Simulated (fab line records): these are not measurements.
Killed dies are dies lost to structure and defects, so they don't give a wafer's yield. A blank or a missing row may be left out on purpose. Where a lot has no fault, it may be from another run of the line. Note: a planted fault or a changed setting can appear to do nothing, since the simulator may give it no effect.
Which tool was responsible?    flow sky130    11 lots, 33 wafers sampled, at 5 steps of a route of 708

== WHAT THE GAUGES READ, wafer by wafer ==
SKY_VIA4_OVL_MEAS_11. Usual: VIA4_OVL typically reads -1.1 nm, with standard deviation 1.6.
lot   measured      on          VIA4_OVL (nm)   flag
L950  day 42 06:52  overlay-02  0.6 0.8 0.2     
L951  day 43 03:52  overlay-02  -3.0 -2.7 -1.6  
L953  day 44 02:05  overlay-02  -1.5 -2.2 -2.6  
L955  day 44 18:51  overlay-02  -2.3 -1.3 -1.3  
L956  day 45 06:42  overlay-02  -2.6 -0.4 -4.0  
L958  day 45 08:00  overlay-02  -1.2 -1.9 -4.4  
L959  day 45 12:58  overlay-02  -0.7 -2.0 -1.5  
L963  day 46 21:44  overlay-02  -0.3 0.0 0.4    
L961  day 47 01:54  overlay-01  1.0 2.4 1.6     
L970  day 48 04:45  overlay-01  -0.5 0.2 0.8    
L971  day 48 05:35  overlay-01  -2.1 -1.2 -1.4  

SKY_PASSIVATION_THK_MEAS_03. Usual: PASSIVATION_CVD_02_THK typically reads 541 nm, with standard deviation 6.7.
lot   measured      on             PASSIVATION_CVD_02_THK (nm)  flag
L950  day 43 09:02  film metro-03  531 534 543                  
L951  day 44 04:42  film metro-03  532 529 545                  
L953  day 45 01:55  film metro-01  536 546 537                  
L955  day 45 18:46  film metro-03  542 552 552                  
L956  day 46 06:20  film metro-02  537 550 551                  
L958  day 46 07:49  film metro-01  601 600 611                  OFF
L959  day 46 13:24  film metro-01  532 529 545                  
L963  day 47 19:54  film metro-02  538 545 546                  
L961  day 48 00:43  film metro-03  600 607 605                  OFF
L970  day 49 01:32  film metro-02  533 534 542                  
L971  day 49 02:27  film metro-02  536 549 545                  

== WHICH TOOL RAN EACH LOT (tool, then ch and the chambers of the sampled wafers, then the start) ==
lot   SKY_CAP2M_STRIP_14                    SKY_VIA4_CMP_21                SKY_PASSIVATION_CVD_02
L950  plasma asher-01 ch 0,1, day 40 05:29  cmp-01 ch 0,2,3, day 42 07:59  pecvd-04 ch 0,1,2, day 43 08:49
L951  plasma asher-03 ch 0,1, day 41 03:07  cmp-02 ch 1,2,3, day 43 04:58  pecvd-04 ch 1,2, day 44 04:28
L953  plasma asher-03 ch 0,1, day 42 01:31  cmp-02 ch 1,2, day 44 03:13    pecvd-01 ch 0,2, day 45 01:41
L955  plasma asher-01 ch 0,1, day 42 19:06  cmp-02 ch 0,3, day 44 19:58    pecvd-01 ch 0,2, day 45 18:32
L956  plasma asher-01 ch 0,1, day 43 09:55  cmp-01 ch 1,3, day 45 07:51    pecvd-04 ch 0,1,2, day 46 06:07
L958  plasma asher-03 ch 0, day 43 10:32    cmp-01 ch 0,1, day 45 09:08    pecvd-01 ch 0,1,2, day 46 07:35
L959  plasma asher-03 ch 0,1, day 43 14:46  cmp-01 ch 0,2, day 45 14:04    pecvd-03 ch 1,2, day 46 13:11
L963  plasma asher-03 ch 0,1, day 45 02:33  cmp-02 ch 0,1, day 46 22:58    pecvd-04 ch 0,1, day 47 19:40
L961  plasma asher-01 ch 0,1, day 45 06:31  cmp-02 ch 0,1,3, day 47 03:08  pecvd-01 ch 0,1,2, day 48 00:30
L970  plasma asher-03 ch 0,1, day 46 10:34  cmp-01 ch 0,2,3, day 48 05:51  pecvd-04 ch 0,2, day 49 01:19
L971  plasma asher-03 ch 0,1, day 46 11:19  cmp-01 ch 1,2, day 48 06:43    pecvd-03 ch 0,2, day 49 02:13
- SKY_CAP2M_STRIP_14: strips in O2/N2.
- SKY_VIA4_CMP_21: polishes, stops on SiO2, t overpolish 25 s, target thk 0 nm.
- SKY_PASSIVATION_CVD_02: deposits Si3N4, target thk 540 nm.

== WHAT THE TOOLS THEMSELVES READ (means of the sampled wafers that have a number; where no wafer has one, the mark that the record gives instead) ==
SKY_CAP2M_STRIP_14. Usual: drypump motor current A 5.5 A, standard deviation 0.37; oes product au 0.710 a.u., standard deviation 0.005; strip time to endpoint s 12.64 s, standard deviation 0.041.
lot   tool             drypump motor current A (A)  oes product au (a.u.)  strip time to endpoint s (s)  flag
L950  plasma asher-01  5.5                          0.709                  12.66                         
L951  plasma asher-03  5.5                          0.711                  12.64                         
L953  plasma asher-03  5.7                          0.713                  12.66                         
L955  plasma asher-01  5.2                          0.709                  12.63                         
L956  plasma asher-01  5.5                          0.712                  12.66                         
L958  plasma asher-03  5.3                          0.707                  12.59                         
L959  plasma asher-03  5.7                          0.714                  12.63                         
L963  plasma asher-03  5.7                          0.713                  12.63                         
L961  plasma asher-01  5.4                          0.710                  12.67                         
L970  plasma asher-03  5.7                          0.709                  12.67                         
L971  plasma asher-03  5.5                          0.712                  12.66                         

SKY_VIA4_CMP_21. Usual: motor current A 11.8 A, standard deviation 1.9; overpolish run s 25.001 s, standard deviation 0.0092; time to endpoint s 126 s, standard deviation 4.4.
lot   tool    motor current A (A)  overpolish run s (s)  time to endpoint s (s)  flag
L950  cmp-01  12.1                 24.990                120                     
L951  cmp-02  12.0                 25.009                125                     
L953  cmp-02  11.7                 24.997                129                     
L955  cmp-02  12.3                 24.996                122                     
L956  cmp-01  11.0                 24.996                124                     
L958  cmp-01  9.8                  24.997                121                     
L959  cmp-01  13.6                 25.013                124                     
L963  cmp-02  11.5                 25.004                125                     
L961  cmp-02  11.2                 25.000                127                     
L970  cmp-01  11.9                 25.005                130                     
L971  cmp-01  11.3                 24.998                129                     

SKY_PASSIVATION_CVD_02. Usual: heater power w 722 W, standard deviation 140; rf fwd power W 449.2 W, standard deviation 1.4.
lot   tool      heater power w (W)  rf fwd power W (W)  flag
L950  pecvd-04  734                 450.2               
L951  pecvd-04  720                 449.5               
L953  pecvd-01  728                 449.6               
L955  pecvd-01  782                 448.9               
L956  pecvd-04  739                 449.6               
L958  pecvd-01  772                 629.5               OFF
L959  pecvd-03  612                 448.0               
L963  pecvd-04  746                 450.7               
L961  pecvd-01  735                 628.0               OFF
L970  pecvd-04  696                 450.3               
L971  pecvd-03  689                 451.8               

== THE ANSWER, worked out from the rows above alone ==
Rule: lot off if the mean of its wafers having a number is beyond 3 standard deviations from the usual mean. A lot without any number at a reading at which 4 lots or more have one is off too. The other lots that the step has rows for count as sound. Order of review: gauges by route order, followed by the tools' own readings, for which a lot's mean as printed above is used. At the first step where some lot is off, the reading lying furthest off is the one used; lots without a number count as furthest.
Off: L958, L961, seen at SKY_PASSIVATION_THK_MEAS_03 (PASSIVATION_CVD_02_THK).
If a tool, at a process step before that reading, ran all the lots that are off and no sound lot after the first of them, it fits. Not tried: the gauges at SKY_PASSIVATION_THK_MEAS_03; whatever is off there is also off at SKY_PASSIVATION_CVD_02, on other tools, and gauge error can't account for it. One fits: SKY_PASSIVATION_CVD_02 on pecvd-01. A fault onset in the window from L955 (day 45 18:32, its last sound lot) to L958 (day 46 07:35, its first lot off) fits.
On the lots that are off, the tool's own readings at SKY_PASSIVATION_CVD_02 differ by more than 5 times the standard deviation of the sound lots' means, which bears it out; rf fwd power W reads 628.8 W there versus 449.8 W on the sound lots.

== WHAT THE SIMULATOR HAD INSERTED ==
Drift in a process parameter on pecvd-01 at SKY_PASSIVATION_CVD_02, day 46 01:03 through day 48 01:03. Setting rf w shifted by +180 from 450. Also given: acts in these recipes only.
Shown lots that were struck: L958, L961. The rule above found the same.
